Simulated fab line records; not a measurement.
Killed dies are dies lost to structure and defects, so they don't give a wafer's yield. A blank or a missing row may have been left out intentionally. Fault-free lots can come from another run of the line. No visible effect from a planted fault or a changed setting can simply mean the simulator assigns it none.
Which tool was responsible? / flow sky130 / 36 wafers from 12 lots sampled at 3 of the route's 708 steps

## WHAT THE GAUGES SHOWED, per wafer
SKY_GATE_OXIDE_THK_MEAS_02.
lot=L974; measured=day 12 16:50; on=film metro-02; GATE_OXIDE_OXIDATION_00_THK (nm)=10.41 10.31 10.32
lot=L975; measured=day 12 22:19; on=film metro-03; GATE_OXIDE_OXIDATION_00_THK (nm)=10.47 10.71 10.55
lot=L976; measured=day 13 12:55; on=film metro-01; GATE_OXIDE_OXIDATION_00_THK (nm)=10.03 10.11 10.23
lot=L981; measured=day 15 11:04; on=film metro-01; GATE_OXIDE_OXIDATION_00_THK (nm)=11.62 11.58 11.68
lot=L982; measured=day 15 14:01; on=film metro-03; GATE_OXIDE_OXIDATION_00_THK (nm)=11.30 11.13 11.29
lot=L984; measured=day 16 03:38; on=film metro-02; GATE_OXIDE_OXIDATION_00_THK (nm)=11.08 11.12 11.28
lot=L985; measured=day 16 13:11; on=film metro-01; GATE_OXIDE_OXIDATION_00_THK (nm)=10.30 10.35 10.06
lot=L991; measured=day 18 12:38; on=film metro-01; GATE_OXIDE_OXIDATION_00_THK (nm)=10.32 10.16 10.20
lot=L993; measured=day 19 06:43; on=film metro-03; GATE_OXIDE_OXIDATION_00_THK (nm)=10.42 10.54 10.48
lot=L994; measured=day 19 18:43; on=film metro-02; GATE_OXIDE_OXIDATION_00_THK (nm)=10.44 10.48 10.56
lot=L995; measured=day 20 00:19; on=film metro-03; GATE_OXIDE_OXIDATION_00_THK (nm)=10.43 10.44 10.44
lot=L996; measured=day 20 09:41; on=film metro-02; GATE_OXIDE_OXIDATION_00_THK (nm)=10.32 10.32 10.27

SKY_METAL1_RS_MEAS_05: uses a four-point probe to measure.
lot=L974; measured=day 31 10:09; on=film metro-02; METAL1_ALCU_RS (ohm/sq)=0.1293 0.1306 0.1304
lot=L975; measured=day 31 17:56; on=film metro-03; METAL1_ALCU_RS (ohm/sq)=0.1274 0.1280 0.1290
lot=L976; measured=day 32 10:02; on=film metro-02; METAL1_ALCU_RS (ohm/sq)=0.1250 0.1270 0.1264
lot=L981; measured=day 34 07:08; on=film metro-01; METAL1_ALCU_RS (ohm/sq)=0.1275 0.1266 0.1286
lot=L982; measured=day 34 09:31; on=film metro-03; METAL1_ALCU_RS (ohm/sq)=0.1264 0.1259 0.1262
lot=L984; measured=day 34 21:04; on=film metro-01; METAL1_ALCU_RS (ohm/sq)=0.1263 0.1257 0.1258
lot=L985; measured=day 35 06:27; on=film metro-03; METAL1_ALCU_RS (ohm/sq)=0.1260 0.1257 0.1248
lot=L991; measured=day 36 20:50; on=film metro-01; METAL1_ALCU_RS (ohm/sq)=0.1263 0.1271 0.1269
lot=L993; measured=day 37 14:00; on=film metro-02; METAL1_ALCU_RS (ohm/sq)=0.1244 0.1248 0.1241
lot=L994; measured=day 37 22:17; on=film metro-01; METAL1_ALCU_RS (ohm/sq)=0.1284 0.1273 0.1283
lot=L995; measured=day 38 02:27; on=film metro-03; METAL1_ALCU_RS (ohm/sq)=0.1271 0.1267 0.1281
lot=L996; measured=day 38 12:14; on=film metro-02; METAL1_ALCU_RS (ohm/sq)=0.1280 0.1264 0.1268

## WHICH TOOL RAN EACH LOT (tool, then ch and the chambers of the sampled wafers, then the start)
lot=L974; SKY_GATE_OXIDE_OXIDATION_01=furnace-02 ch 0, day 12 15:26
lot=L975; SKY_GATE_OXIDE_OXIDATION_01=furnace-02 ch 0, day 12 20:55
lot=L976; SKY_GATE_OXIDE_OXIDATION_01=furnace-01 ch 0, day 13 11:30
lot=L981; SKY_GATE_OXIDE_OXIDATION_01=furnace-02 ch 0, day 15 09:40
lot=L982; SKY_GATE_OXIDE_OXIDATION_01=furnace-02 ch 0, day 15 12:35
lot=L984; SKY_GATE_OXIDE_OXIDATION_01=furnace-02 ch 0, day 16 02:14
lot=L985; SKY_GATE_OXIDE_OXIDATION_01=furnace-01 ch 0, day 16 11:46
lot=L991; SKY_GATE_OXIDE_OXIDATION_01=furnace-01 ch 0, day 18 11:14
lot=L993; SKY_GATE_OXIDE_OXIDATION_01=furnace-02 ch 0, day 19 05:17
lot=L994; SKY_GATE_OXIDE_OXIDATION_01=furnace-02 ch 0, day 19 17:18
lot=L995; SKY_GATE_OXIDE_OXIDATION_01=furnace-02 ch 0, day 19 22:55
lot=L996; SKY_GATE_OXIDE_OXIDATION_01=furnace-01 ch 0, day 20 08:16
- SKY_GATE_OXIDE_OXIDATION_01: stabilise 600 s, purge 300 s, target thk 10.268 nm.

## WHAT THE TOOLS THEMSELVES READ (means of the sampled wafers that have a number; where no wafer has one, the mark that the record gives instead)
SKY_GATE_OXIDE_OXIDATION_01.
lot=L974; tool=furnace-02; spike tc bottom C (C)=916.7; spike tc centre C (C)=900.5; spike tc lower C (C)=898.5; spike tc top C (C)=912.8; spike tc upper C (C)=901.2; tube center temp C (C)=900; tube_center_temp_C_max=902.6; zone power upper pct (%)=18.3
lot=L975; tool=furnace-02; spike tc bottom C (C)=916.8; spike tc centre C (C)=901.3; spike tc lower C (C)=899.7; spike tc top C (C)=914.0; spike tc upper C (C)=902.0; tube center temp C (C)=900; tube_center_temp_C_max=902.5; zone power upper pct (%)=18.2
lot=L976; tool=furnace-01; spike tc bottom C (C)=917.3; spike tc centre C (C)=899.7; spike tc lower C (C)=899.9; spike tc top C (C)=913.2; spike tc upper C (C)=899.0; tube center temp C (C)=900; tube_center_temp_C_max=902.5; zone power upper pct (%)=19.3
lot=L981; tool=furnace-02; spike tc bottom C (C)=923.4; spike tc centre C (C)=906.4; spike tc lower C (C)=906.3; spike tc top C (C)=919.4; spike tc upper C (C)=907.2; tube center temp C (C)=906; tube_center_temp_C_max=907.6; zone power upper pct (%)=18.7
lot=L982; tool=furnace-02; spike tc bottom C (C)=923.1; spike tc centre C (C)=905.8; spike tc lower C (C)=905.5; spike tc top C (C)=918.9; spike tc upper C (C)=906.2; tube center temp C (C)=905; tube_center_temp_C_max=907.6; zone power upper pct (%)=18.5
lot=L984; tool=furnace-02; spike tc bottom C (C)=922.4; spike tc centre C (C)=906.9; spike tc lower C (C)=906.0; spike tc top C (C)=919.6; spike tc upper C (C)=906.9; tube center temp C (C)=906; tube_center_temp_C_max=908.0; zone power upper pct (%)=18.3
lot=L985; tool=furnace-01; spike tc bottom C (C)=916.7; spike tc centre C (C)=899.4; spike tc lower C (C)=900.1; spike tc top C (C)=912.1; spike tc upper C (C)=899.2; tube center temp C (C)=900; tube_center_temp_C_max=902.8; zone power upper pct (%)=19.5
lot=L991; tool=furnace-01; spike tc bottom C (C)=917.3; spike tc centre C (C)=900.8; spike tc lower C (C)=900.6; spike tc top C (C)=911.8; spike tc upper C (C)=897.6; tube center temp C (C)=900; tube_center_temp_C_max=902.4; zone power upper pct (%)=19.2
lot=L993; tool=furnace-02; spike tc bottom C (C)=918.0; spike tc centre C (C)=900.6; spike tc lower C (C)=899.6; spike tc top C (C)=913.5; spike tc upper C (C)=901.8; tube center temp C (C)=900; tube_center_temp_C_max=902.1; zone power upper pct (%)=18.1
lot=L994; tool=furnace-02; spike tc bottom C (C)=917.1; spike tc centre C (C)=900.4; spike tc lower C (C)=900.2; spike tc top C (C)=913.3; spike tc upper C (C)=901.1; tube center temp C (C)=900; tube_center_temp_C_max=902.3; zone power upper pct (%)=18.2
lot=L995; tool=furnace-02; spike tc bottom C (C)=917.9; spike tc centre C (C)=900.4; spike tc lower C (C)=899.0; spike tc top C (C)=912.1; spike tc upper C (C)=901.2; tube center temp C (C)=900; tube_center_temp_C_max=902.5; zone power upper pct (%)=18.1
lot=L996; tool=furnace-01; spike tc bottom C (C)=916.1; spike tc centre C (C)=900.1; spike tc lower C (C)=899.9; spike tc top C (C)=911.3; spike tc upper C (C)=898.4; tube center temp C (C)=900; tube_center_temp_C_max=902.2; zone power upper pct (%)=19.0

## THE ANSWER, worked out from the rows above alone
Rule: the lots themselves supply what counts as usual. Put in order of their means at a reading, lots are off if they are a third of the lots or fewer, leave a main group of 4 or more, and stand apart from it by a gap of 3 or more times the standard deviation of the main group's means; of several such gaps the widest counts. A main group whose means are all the same, to the digits that the tables above print for the reading, isn't used. Also off: a lot with no number at a reading for which 4 or more lots have one. Any other lot the step has rows for is counted as sound. The gauges are gone through in route order, then the tools' own readings, and for those a lot's mean is taken as printed above. At the first step where some lot is off, the reading lying furthest off is the one used; lots without a number count as furthest.
Off: L981, L982, L984, at SKY_GATE_OXIDE_THK_MEAS_02 (GATE_OXIDE_OXIDATION_00_THK). For the main group the mean is 10.36 nm and the standard deviation 0.14.
A tool fits if, at a process step before that reading, it ran every lot that is off, and no sound lot after the first of them. Not tried: the gauges at SKY_GATE_OXIDE_THK_MEAS_02; whatever is off there is also off at SKY_GATE_OXIDE_OXIDATION_01, on other tools, and gauge error can't account for it. Not one of the candidates tried fits.

## WHAT WAS PUT IN BY THE SIMULATOR
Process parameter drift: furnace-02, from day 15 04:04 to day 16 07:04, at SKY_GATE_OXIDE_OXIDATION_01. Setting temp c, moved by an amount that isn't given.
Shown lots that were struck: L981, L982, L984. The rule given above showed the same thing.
